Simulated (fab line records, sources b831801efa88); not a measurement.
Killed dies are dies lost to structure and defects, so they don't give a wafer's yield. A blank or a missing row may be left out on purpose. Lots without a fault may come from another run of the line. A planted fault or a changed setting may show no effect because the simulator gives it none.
One fault seen from 2 desks | flow sky130 | each desk has only its own numbers; what lay behind them comes last

THE METROLOGY DESK
What the gauges read, lot by lot, whatever tool the lot ran on: means of the sampled wafers that have a number. A lot is out of limits, marked OUT, if its mean lies more than 4 standard deviations from the usual mean; the brackets give that distance.
Columns: A = VT_ADJUST_HVTR_OVL at SKY_VT_ADJUST_HVTR_OVL_MEAS_08, usual 1.1 nm; B = GATE_OXIDE_OVL at SKY_GATE_OXIDE_OVL_MEAS_10, usual 1.0 nm
lot  | first seen here | A                        | B
L900 | day 10 07:44    | 0.6                      | 1.6
L902 | day 10 19:44    | 0.0                      | -0.2
L904 | day 11 09:32    | 1.9                      | 0.9
L905 | day 12 01:05    | 3.0                      | 1.0
L906 | day 12 17:46    | 1.6                      | -0.7
L908 | day 13 05:17    | 1.8                      | 3.0
L910 | day 13 09:40    | 0.6                      | 1.8
L909 | day 13 10:26    | -190.6 (-99 or more) OUT | 0.1
L914 | day 14 12:55    | -189.8 (-99 or more) OUT | 0.6
L916 | day 15 07:08    | -189.7 (-99 or more) OUT | 1.8
L917 | day 15 16:08    | 0.2                      | 0.2
L918 | day 15 23:38    | -0.1                     | 0.7
This desk's finding: out of limits on L909, L914, L916; first on L909, day 13 10:26 (VT_ADJUST_HVTR_OVL at SKY_VT_ADJUST_HVTR_OVL_MEAS_08). In limits: L900, L902, L904, L905, L906, L908, L910, L917, L918.

THE TOOL OWNER'S DESK: iline_stepper-01
The tool's own readings at SKY_VT_ADJUST_HVTR_EXPOSE_04 (exposes mask HVTRM, target cd 380 nm): means of the sampled wafers that have a number, for each lot that ran on this tool. A lot is out of limits, marked OUT, if its mean lies more than 4 standard deviations from the usual mean; the brackets give that distance.
Columns: A = stage_vel_mm_s at SKY_VT_ADJUST_HVTR_EXPOSE_04, usual 500.04 mm/s
lot  | first seen here | A
L900 | day 9 21:09     | 500.03
L902 | day 10 08:35    | 500.13
L904 | day 10 22:23    | 499.74
L906 | day 12 05:28    | 500.04
L908 | day 12 16:35    | 500.12
L909 | day 12 22:38    | 500.12
L914 | day 13 23:59    | 500.26
L916 | day 14 18:07    | 499.99
This desk's finding: nothing out of limits on any of the 8 lots.

PUT TOGETHER
The metrology desk could have raised an alarm at day 13 10:26, on L909, L914, L916.
The tool owner's desk saw nothing out of limits.
The tool owner's desk has L909, L914, L916 on record, within its limits.
Of the lots named, all ran SKY_VT_ADJUST_HVTR_EXPOSE_04 on iline_stepper-01.

WHAT THE SIMULATOR HAD PUT IN
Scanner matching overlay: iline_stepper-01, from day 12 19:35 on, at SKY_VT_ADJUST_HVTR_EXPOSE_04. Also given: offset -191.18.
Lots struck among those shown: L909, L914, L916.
Hours from the fault's start to each desk's first reading out of limits: the metrology desk, 15.
